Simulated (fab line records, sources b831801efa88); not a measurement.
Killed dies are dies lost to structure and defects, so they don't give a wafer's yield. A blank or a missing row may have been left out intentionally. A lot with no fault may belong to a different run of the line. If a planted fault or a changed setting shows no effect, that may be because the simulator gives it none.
Matching of chambers || flow sky130 || SKY_CONTACT_ETCH_16 on rieDiel-02 has 4 sister chambers
The step etches BARC in N2/H2, stops on SiO2, time 45.9 s, target depth 60 nm. 14 wafers are shown with their chamber, then 7 later ones without.

## EACH WAFER AND ITS CHAMBER
{"wafer": "L076.1", "chamber": 0, "throttleValvePct (%)": 13.216, "oesProductAu (a.u.)": 0.856, "n2FlowSccm (sccm)": 100.02}
{"wafer": "L076.3", "chamber": 3, "throttleValvePct (%)": 13.226, "oesProductAu (a.u.)": 0.852, "n2FlowSccm (sccm)": 99.89}
{"wafer": "L076.5", "chamber": 0, "throttleValvePct (%)": 13.224, "oesProductAu (a.u.)": 0.860, "n2FlowSccm (sccm)": 100.56}
{"wafer": "L079.1", "chamber": 1, "throttleValvePct (%)": 13.227, "oesProductAu (a.u.)": 0.861, "n2FlowSccm (sccm)": 99.91}
{"wafer": "L079.3", "chamber": 2, "throttleValvePct (%)": 13.229, "oesProductAu (a.u.)": 0.856, "n2FlowSccm (sccm)": 100.19}
{"wafer": "L079.5", "chamber": 0, "throttleValvePct (%)": 13.201, "oesProductAu (a.u.)": 0.853, "n2FlowSccm (sccm)": 99.48}
{"wafer": "L084.2", "chamber": 3, "throttleValvePct (%)": 13.213, "oesProductAu (a.u.)": 0.850, "n2FlowSccm (sccm)": 100.09}
{"wafer": "L084.4", "chamber": 2, "throttleValvePct (%)": 13.223, "oesProductAu (a.u.)": 0.852, "n2FlowSccm (sccm)": 99.75}
{"wafer": "L084.6", "chamber": 2, "throttleValvePct (%)": 13.232, "oesProductAu (a.u.)": 0.863, "n2FlowSccm (sccm)": 99.57}
{"wafer": "L085.2", "chamber": 1, "throttleValvePct (%)": 13.238, "oesProductAu (a.u.)": 0.854, "n2FlowSccm (sccm)": 99.66}
{"wafer": "L085.4", "chamber": 0, "throttleValvePct (%)": 13.236, "oesProductAu (a.u.)": 0.853, "n2FlowSccm (sccm)": 99.88}
{"wafer": "L085.5", "chamber": 2, "throttleValvePct (%)": 13.220, "oesProductAu (a.u.)": 0.867, "n2FlowSccm (sccm)": 100.09}
{"wafer": "L087.1", "chamber": 3, "throttleValvePct (%)": 13.211, "oesProductAu (a.u.)": 0.859, "n2FlowSccm (sccm)": 100.22}
{"wafer": "L087.5", "chamber": 3, "throttleValvePct (%)": 13.224, "oesProductAu (a.u.)": 0.853, "n2FlowSccm (sccm)": 99.81}

SIGNATURES, as means of the wafers listed above
{"reading": "throttleValvePct", "chamber 0": 13.21925, "chamber 1": 13.23250, "chamber 2": 13.22600, "chamber 3": 13.21850, "scatter within a chamber": 0.00985}
{"reading": "oesProductAu", "chamber 0": 0.85550, "chamber 1": 0.85750, "chamber 2": 0.85950, "chamber 3": 0.85350, "scatter within a chamber": 0.00489}
{"reading": "n2FlowSccm", "chamber 0": 99.9850, "chamber 1": 99.7850, "chamber 2": 99.9000, "chamber 3": 100.0025, "scatter within a chamber": 0.314}
Rule: for each reading, subtract the chamber's mean from the wafer's reading, divide by that reading's scatter and square the result; add these up over the readings and take the root, which gives the wafer's distance from the chamber. If the next closest chamber is less than 2 further off than the closest, the wafer can't be placed; otherwise it belongs to the closest. The scatter: take each reading less its chamber's mean, square it, sum over the shown wafers, divide by the number of wafers less the number of chambers, and take the root.

## WAFERS WITH NO CHAMBER GIVEN
{"wafer": "L087.6", "throttleValvePct (%)": 13.209, "oesProductAu (a.u.)": 0.853, "n2FlowSccm (sccm)": 99.16}
{"wafer": "L089.1", "throttleValvePct (%)": 13.226, "oesProductAu (a.u.)": 0.851, "n2FlowSccm (sccm)": 99.84}
{"wafer": "L089.2", "throttleValvePct (%)": 13.226, "oesProductAu (a.u.)": 0.865, "n2FlowSccm (sccm)": 99.65}
{"wafer": "L089.3", "throttleValvePct (%)": 13.246, "oesProductAu (a.u.)": 0.854, "n2FlowSccm (sccm)": 99.77}
{"wafer": "L094.1", "throttleValvePct (%)": 13.240, "oesProductAu (a.u.)": 0.855, "n2FlowSccm (sccm)": 99.91}
{"wafer": "L094.4", "throttleValvePct (%)": 13.227, "oesProductAu (a.u.)": 0.857, "n2FlowSccm (sccm)": 99.75}
{"wafer": "L094.5", "throttleValvePct (%)": 13.231, "oesProductAu (a.u.)": 0.862, "n2FlowSccm (sccm)": 99.62}

## WHICH CHAMBER EACH ONE RAN IN
{"wafer": "L087.6", "from the rows above": "can't be placed: 3 or 0 or 2 or 1", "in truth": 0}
{"wafer": "L089.1", "from the rows above": "can't be placed: 3 or 0 or 1 or 2", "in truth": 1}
{"wafer": "L089.2", "from the rows above": "can't be placed: 2 or 1 or 0 or 3", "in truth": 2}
{"wafer": "L089.3", "from the rows above": "can't be placed: 1 or 2 or 0 or 3", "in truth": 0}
{"wafer": "L094.1", "from the rows above": "can't be placed: 1 or 2 or 0 or 3", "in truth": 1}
{"wafer": "L094.4", "from the rows above": "can't be placed: 1 or 2 or 0 or 3", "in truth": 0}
{"wafer": "L094.5", "from the rows above": "can't be placed: 1 or 2 or 0 or 3", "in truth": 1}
Correct placement for 0 of the 7. Cannot be placed on the basis of these rows: 7; the candidates contain the true chamber in 7. 0 placed wrongly.
